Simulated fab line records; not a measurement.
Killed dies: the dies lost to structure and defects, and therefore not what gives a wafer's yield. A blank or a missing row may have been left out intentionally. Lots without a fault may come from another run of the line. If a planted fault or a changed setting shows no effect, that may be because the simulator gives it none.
Which of the tools did it? + flow sky130 + Sampling: 11 lots, 33 wafers, 3 of 708 route steps

## WHAT THE GAUGES READ, wafer by wafer
SKY_VIA4_OVL_MEAS_11. Usual: VIA4_OVL typically reads -0.3 nm, with standard deviation 1.3.
| lot  | measured     | on         | VIA4_OVL (nm)  | flag |
|------|--------------|------------|----------------|------|
| L891 | day 42 20:19 | overlay-01 | 0.1 -0.6 0.1   |      |
| L894 | day 43 18:23 | overlay-02 | 1.3 -1.3 1.9   |      |
| L895 | day 44 08:19 | overlay-01 | 0.8 -1.8 -1.7  |      |
| L897 | day 44 09:34 | overlay-02 | 1.9 0.8 -0.6   |      |
| L896 | day 44 12:10 | overlay-02 | -0.4 0.9 1.7   |      |
| L899 | day 45 14:01 | overlay-01 | 0.2 -0.4 -0.8  |      |
| L903 | day 46 06:37 | overlay-02 | -1.0 -1.8 -1.1 |      |
| L904 | day 46 10:17 | overlay-02 | -1.6 -1.1 0.2  |      |
| L906 | day 47 06:35 | overlay-02 | -3.3 -1.5 -0.4 |      |
| L911 | day 48 01:59 | overlay-01 | 2.7 -0.3 0.4   |      |
| L912 | day 48 14:52 | overlay-01 | 0.6 -1.0 0.2   |      |

## EACH LOT AND THE TOOL THAT RAN IT (in order: tool; ch and the chambers of the sampled wafers; start)
| lot  | SKY_VIA1_ETCH_15                   | SKY_METAL4_DESCUM_15              |
|------|------------------------------------|-----------------------------------|
| L891 | rie-diel-04 ch 0,2, day 34 00:12   | rie-metal-03 ch 0,1, day 41 19:42 |
| L894 | rie-diel-03 ch 0,1, day 35 00:58   | rie-metal-01 ch 0, day 42 18:14   |
| L895 | rie-diel-03 ch 0,2, day 35 15:31   | rie-metal-01 ch 0,1, day 43 08:10 |
| L897 | rie-diel-01 ch 0,1,2, day 35 16:59 | rie-metal-03 ch 0,1, day 43 09:40 |
| L896 | rie-diel-01 ch 1,3, day 35 18:04   | rie-metal-01 ch 1, day 43 11:00   |
| L899 | rie-diel-03 ch 2,3, day 37 05:04   | rie-metal-01 ch 0,1, day 44 15:12 |
| L903 | rie-diel-01 ch 1,2, day 37 21:58   | rie-metal-01 ch 0,1, day 45 07:53 |
| L904 | rie-diel-01 ch 1,3, day 38 05:01   | rie-metal-02 ch 0,1, day 45 11:59 |
| L906 | rie-diel-01 ch 1,2,3, day 39 05:50 | rie-metal-01 ch 0, day 46 09:09   |
| L911 | rie-diel-04 ch 0,1,2, day 40 05:38 | rie-metal-01 ch 0,1, day 47 05:08 |
| L912 | rie-diel-04 ch 0,2,3, day 40 20:48 | rie-metal-01 ch 0, day 47 18:21   |
- SKY_VIA1_ETCH_15: etches SiO2 in C4F8/O2/Ar, stops on TiN, target depth 351 nm, time 54 s.
- SKY_METAL4_DESCUM_15: chemistry O2, time 8 s.

## AS READ BY THE TOOLS THEMSELVES (means over the sampled wafers that have a number; for cases with no such wafer, the mark the record gives instead)
SKY_VIA1_ETCH_15. Usual: chamber-pressure-mTorr 40.00 mTorr, standard deviation 0.033; oes-product-au 0.981 a.u., standard deviation 0.0067.
| lot  | tool        | chamber-pressure-mTorr (mTorr) | oes-product-au (a.u.) | flag |
|------|-------------|--------------------------------|-----------------------|------|
| L891 | rie-diel-04 | 40.00                          | 0.986                 |      |
| L894 | rie-diel-03 | 40.01                          | 0.980                 |      |
| L895 | rie-diel-03 | 40.01                          | 0.978                 |      |
| L897 | rie-diel-01 | 39.99                          | 0.985                 |      |
| L896 | rie-diel-01 | 39.99                          | 0.982                 |      |
| L899 | rie-diel-03 | 40.01                          | 0.978                 |      |
| L903 | rie-diel-01 | 39.99                          | 0.986                 |      |
| L904 | rie-diel-01 | 40.00                          | 0.977                 |      |
| L906 | rie-diel-01 | 40.00                          | 0.981                 |      |
| L911 | rie-diel-04 | 40.00                          | 0.979                 |      |
| L912 | rie-diel-04 | 39.99                          | 0.987                 |      |

SKY_METAL4_DESCUM_15. Usual: chamber-pressure-mTorr 10.000 mTorr, standard deviation 0.01; drypump-motor-current-A 5.7 A, standard deviation 0.48; he-backside-leak-sccm 3.45 sccm, standard deviation 0.24; oes-product-au 0.994 a.u., standard deviation 0.011.
| lot  | tool         | chamber-pressure-mTorr (mTorr) | drypump-motor-current-A (A) | he-backside-leak-sccm (sccm) | oes-product-au (a.u.) | flag |
|------|--------------|--------------------------------|-----------------------------|------------------------------|-----------------------|------|
| L891 | rie-metal-03 | 10.002                         | 5.5                         | 3.26                         | 0.991                 |      |
| L894 | rie-metal-01 | 9.994                          | 5.1                         | 3.64                         | 0.996                 |      |
| L895 | rie-metal-01 | 9.998                          | 5.9                         | 3.77                         | 0.983                 |      |
| L897 | rie-metal-03 | 10.003                         | 5.7                         | 3.37                         | 1.005                 |      |
| L896 | rie-metal-01 | 9.996                          | 6.3                         | 3.68                         | 0.985                 |      |
| L899 | rie-metal-01 | 9.999                          | 5.9                         | 3.62                         | 0.985                 |      |
| L903 | rie-metal-01 | 9.995                          | 5.9                         | 3.77                         | 0.991                 |      |
| L904 | rie-metal-02 | 10.002                         | 5.8                         | 3.42                         | 0.992                 |      |
| L906 | rie-metal-01 | 10.005                         | 5.1                         | 3.63                         | 0.988                 |      |
| L911 | rie-metal-01 | 9.999                          | 5.5                         | 3.61                         | 0.986                 |      |
| L912 | rie-metal-01 | 10.005                         | 5.1                         | 3.50                         | 0.993                 |      |

## THE ANSWER, worked out from the rows above alone
Rule: take the mean of a lot's wafers that have a number; if it is more than 3 standard deviations from the usual mean, the lot is off. Also off: a lot with no number at a reading for which 4 or more lots have one. Where the step has rows for the other lots, those lots are counted as sound. The gauges are gone through in route order, then the tools' own readings, and for those a lot's mean is taken as printed above. At the first step where some lot is off, the reading lying furthest off is the one used; lots without a number count as furthest.
None of the lots is off at any reading shown; this tells nothing.

## WHAT THE SIMULATOR HAD PUT IN
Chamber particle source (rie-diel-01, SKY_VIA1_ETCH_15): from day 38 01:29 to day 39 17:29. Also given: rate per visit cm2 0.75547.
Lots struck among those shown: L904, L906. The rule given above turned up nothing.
